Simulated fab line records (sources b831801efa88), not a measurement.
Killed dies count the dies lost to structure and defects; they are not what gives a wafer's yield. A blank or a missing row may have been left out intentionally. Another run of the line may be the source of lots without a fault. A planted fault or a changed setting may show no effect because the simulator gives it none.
Chamber matching | flow sky130 | SKY_CONTACT_CMP_04 on cmp-01 has 4 sister chambers
The step polishes SiO2. 4 wafers are shown with their chamber, then 7 later ones without.

WAFERS PAIRED WITH THEIR CHAMBERS
wafer  | chamber | motor_current_A (A)
L143.4 | 0       | 9.5
L145.2 | 3       | 11.2
L145.5 | 2       | 11.2
L147.1 | 1       | 12.8

WAFERS WITHOUT THEIR CHAMBER
wafer  | motor_current_A (A)
L147.2 | 9.2
L147.3 | 11.1
L153.3 | 12.5
L153.4 | 11.2
L153.6 | 13.0
L155.5 | 9.2
L155.6 | 11.4

WHICH CHAMBER EACH WENT THROUGH
wafer  | from the rows above     | in truth
L147.2 | 0                       | 0
L147.3 | can't be placed: 2 or 3 | 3
L153.3 | 1                       | 1
L153.4 | can't be placed: 2 or 3 | 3
L153.6 | 1                       | 1
L155.5 | 0                       | 0
L155.6 | can't be placed: 2 or 3 | 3
4 of 7 placed correctly. Can't be placed from these rows: 3 (the true chamber is among the candidates in 3). Number placed wrongly: 0.
How it was worked out, from the rows above alone: a wafer's distance from a chamber is the root of the sum, over the readings, of the square of ((its reading less the chamber's mean) divided by the reading's scatter). If the next closest chamber is less than 2 further off than the closest, the wafer can't be placed; otherwise it belongs to the closest. Each chamber's mean is taken over the wafers shown for it. The scatter: with one shown wafer a chamber, the root of the mean of the squares of how far each hidden wafer lies from its nearest shown one.
